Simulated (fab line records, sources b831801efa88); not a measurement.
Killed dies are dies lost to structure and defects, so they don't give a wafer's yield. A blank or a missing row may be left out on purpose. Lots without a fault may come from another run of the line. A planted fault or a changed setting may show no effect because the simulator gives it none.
Which tool did it? | flow gf180mcu | 14 lots, 42 wafers sampled, at 6 steps of a route of 602

WHAT THE GAUGES READ, wafer by wafer
GF_STI_THK_MEAS_24. Usual: STI_CVD_23_THK 649 nm, standard deviation 5.
lot  | measured    | on            | STI_CVD_23_THK (nm) | flag
L869 | day 2 14:07 | film_metro-03 | 649 655 659         |
L870 | day 2 19:17 | film_metro-02 | 646 644 647         |
L872 | day 3 05:53 | film_metro-03 | 653 646 649         |
L874 | day 3 16:21 | film_metro-02 | 651 653 657         |
L875 | day 3 22:29 | film_metro-02 | 641 645 651         |
L876 | day 4 02:52 | film_metro-04 | 643 643 652         |
L877 | day 4 09:20 | film_metro-04 | 647 645 647         |
L878 | day 4 13:03 | film_metro-04 | 650 647 647         |
L879 | day 4 17:20 | film_metro-03 | 651 645 642         |
L880 | day 4 22:47 | film_metro-02 | 647 652 647         |
L883 | day 5 16:47 | film_metro-02 | 647 646 652         |
L888 | day 6 16:08 | film_metro-03 | 647 646 648         |
L889 | day 6 20:31 | film_metro-03 | 642 647 642         |
L890 | day 7 03:13 | film_metro-04 | 639 651 648         |

GF_NWELL_OVL_MEAS_07. Usual: NWELL_OVL -0.8 nm, standard deviation 1.2.
lot  | measured    | on         | NWELL_OVL (nm) | flag
L869 | day 3 17:19 | overlay-01 | -0.3 -1.0 -1.0 |
L870 | day 4 00:08 | overlay-01 | 0.3 -0.4 0.9   |
L872 | day 4 11:23 | overlay-01 | -2.9 -2.6 -2.2 |
L874 | day 4 22:12 | overlay-01 | 0.4 -0.6 1.4   |
L875 | day 5 04:26 | overlay-01 | 0.8 1.5 -1.2   |
L876 | day 5 10:20 | overlay-02 | 0.5 0.0 -1.0   |
L877 | day 5 17:04 | overlay-01 | -0.1 1.4 2.2   |
L878 | day 5 20:19 | overlay-01 | 1.4 0.2 -0.2   |
L879 | day 6 03:27 | overlay-02 | -2.0 -2.5 -2.9 |
L880 | day 6 06:20 | overlay-01 | -1.4 -1.8 -1.5 |
L883 | day 7 00:28 | overlay-02 | -1.6 -2.0 -2.4 |
L888 | day 8 02:22 | overlay-01 | -0.3 -3.2 0.2  |
L889 | day 8 06:00 | overlay-02 | -0.7 -0.6 0.1  |
L890 | day 8 13:18 | overlay-02 | -1.4 -2.1 -1.3 |

GF_MVSD_OVL_MEAS_07. Usual: MVSD_OVL 0.8 nm, standard deviation 1.4.
lot  | measured    | on         | MVSD_OVL (nm)  | flag
L869 | day 4 21:54 | overlay-01 | 0.9 0.4 1.7    |
L870 | day 5 03:59 | overlay-01 | -0.9 -1.1 -0.1 |
L872 | day 5 16:11 | overlay-02 | 0.9 0.5 2.6    |
L874 | day 6 04:24 | overlay-01 | -1.2 1.2 1.1   |
L875 | day 6 10:08 | overlay-02 | 2.6 0.9 1.2    |
L876 | day 6 16:30 | overlay-01 | -0.9 -1.0 0.1  |
L877 | day 6 23:05 | overlay-02 | 2.3 1.6 0.8    |
L878 | day 7 03:17 | overlay-01 | - - -          | OFF
L879 | day 7 10:56 | overlay-02 | - - -          | OFF
L880 | day 7 14:11 | overlay-01 | -0.7 0.1 -0.2  |
L883 | day 8 07:44 | overlay-01 | -0.3 -0.2 0.7  |
L888 | day 9 11:26 | overlay-01 | 2.3 2.1 1.9    |
L889 | day 9 16:15 | overlay-02 | -1.2 -0.2 -1.2 |
L890 | day 9 23:54 | overlay-01 | 0.7 2.0 1.1    |

GF_MVSD_TW_MEAS_11. Usual: MVSD_TW 1591, standard deviation 15.
lot  | measured     | on            | MVSD_TW        | flag
L869 | day 4 22:20  | film_metro-04 | 1579 1587 1583 |
L870 | day 5 04:25  | film_metro-02 | 1591 1584 1587 |
L872 | day 5 16:38  | film_metro-04 | 1575 1566 1577 |
L874 | day 6 04:51  | film_metro-01 | 1607 1614 1610 |
L875 | day 6 10:34  | film_metro-01 | 1614 1605 1607 |
L876 | day 6 16:56  | film_metro-04 | 1569 1567 1575 |
L877 | day 6 23:31  | film_metro-02 | 1585 1591 1589 |
L878 | day 7 03:43  | film_metro-01 | 421 407 427    | OFF
L879 | day 7 11:23  | film_metro-01 | 429 428 423    | OFF
L880 | day 7 14:38  | film_metro-02 | 1591 1584 1581 |
L883 | day 8 08:11  | film_metro-02 | 1586 1580 1585 |
L888 | day 9 11:53  | film_metro-02 | 1591 1584 1584 |
L889 | day 9 16:41  | film_metro-01 | 1628 1625 1613 |
L890 | day 10 00:20 | film_metro-02 | 1587 1586 1590 |

WHICH TOOL RAN EACH LOT (tool, then ch and the chambers of the sampled wafers, then the start)
lot  | GF_STI_CMP_25                | GF_MVSD_DEVELOP_06
L869 | cmp-01 ch 0,1,2, day 2 14:16 | litho_track-03 ch 0, day 4 21:00
L870 | cmp-02 ch 0,2,3, day 2 19:20 | litho_track-03 ch 0, day 5 03:00
L872 | cmp-02 ch 1,2,3, day 3 06:02 | litho_track-02 ch 0, day 5 16:00
L874 | cmp-02 ch 1,3, day 3 16:26   | litho_track-02 ch 0, day 6 04:00
L875 | cmp-01 ch 1,3, day 3 22:33   | litho_track-03 ch 0, day 6 09:00
L876 | cmp-01 ch 0,2,3, day 4 02:56 | litho_track-03 ch 0, day 6 16:00
L877 | cmp-01 ch 2,3, day 4 09:26   | litho_track-03 ch 0, day 6 22:00
L878 | cmp-02 ch 0,1,3, day 4 13:10 | litho_track-03 ch 0, day 7 03:00
L879 | cmp-02 ch 0,1, day 4 17:26   | litho_track-03 ch 0, day 7 10:00
L880 | cmp-02 ch 0,1,2, day 4 22:51 | litho_track-02 ch 0, day 7 14:00
L883 | cmp-02 ch 0,1,3, day 5 16:56 | litho_track-02 ch 0, day 8 07:00
L888 | cmp-01 ch 0,2, day 6 16:11   | litho_track-04 ch 0, day 9 11:00
L889 | cmp-02 ch 0,1,3, day 6 20:34 | litho_track-04 ch 0, day 9 16:00
L890 | cmp-01 ch 0,1,2, day 7 03:19 | litho_track-04 ch 0, day 9 23:00
- GF_STI_CMP_25: polishes, stops on Si3N4, t overpolish 33 s, target thk 524.6 nm.
- GF_MVSD_DEVELOP_06: develop time 60 s.

WHAT THE TOOLS THEMSELVES READ (means of the sampled wafers that have a number; where no wafer has one, the mark that the record gives instead)
GF_STI_CMP_25. Usual: motor_current_A 12.1 A, standard deviation 0.75; overpolish_run_s 33.001 s, standard deviation 0.0096; time_to_endpoint_s 126 s, standard deviation 4.2.
lot  | tool   | motor_current_A (A) | overpolish_run_s (s) | time_to_endpoint_s (s) | flag
L869 | cmp-01 | 12.4                | 32.997               | 122                    |
L870 | cmp-02 | 12.1                | 33.007               | 125                    |
L872 | cmp-02 | 12.0                | 33.005               | 127                    |
L874 | cmp-02 | 11.8                | 33.002               | 135                    |
L875 | cmp-01 | 12.4                | 33.010               | 122                    |
L876 | cmp-01 | 12.1                | 32.996               | 124                    |
L877 | cmp-01 | 12.4                | 32.996               | 126                    |
L878 | cmp-02 | 11.7                | 33.001               | 130                    |
L879 | cmp-02 | 10.8                | 33.001               | 130                    |
L880 | cmp-02 | 11.9                | 33.000               | 128                    |
L883 | cmp-02 | 11.3                | 33.007               | 125                    |
L888 | cmp-01 | 11.9                | 33.003               | 123                    |
L889 | cmp-02 | 11.7                | 33.001               | 123                    |
L890 | cmp-01 | 12.3                | 32.999               | 118                    |

THE ANSWER, worked out from the rows above alone
Rule: a lot is off if the mean of its wafers that have a number lies more than 3 standard deviations from the usual mean. A lot without any number at a reading at which 4 lots or more have one is off too. The other lots that the step has rows for count as sound. The gauges are gone through in route order, then the tools' own readings, and for those a lot's mean is taken as printed above. The first step at which some lot is off is used, and at that step the reading that is off furthest; a lot without a number counts as furthest.
Off: L878, L879, at GF_MVSD_OVL_MEAS_07 (MVSD_OVL). Without a number there: L878, L879.
A tool fits if, at a process step before that reading, it ran every lot that is off, and no sound lot after the first of them. The gauges at GF_MVSD_OVL_MEAS_07 aren't tried: what is off there is off at GF_MVSD_TW_MEAS_11 too, on other tools, and a gauge's error can't cause that. One fits: litho_track-03 at GF_MVSD_DEVELOP_06. Its last sound lot is L877 (day 6 22:00), its first lot that is off L878 (day 7 03:00): a fault that began between those two fits.

WHAT THE SIMULATOR HAD PUT IN
Process parameter drift: litho_track-03, from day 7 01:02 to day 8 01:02, at GF_MVSD_DEVELOP_06. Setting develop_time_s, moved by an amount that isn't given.
Lots struck among those shown: L878, L879. The rule above found the same.
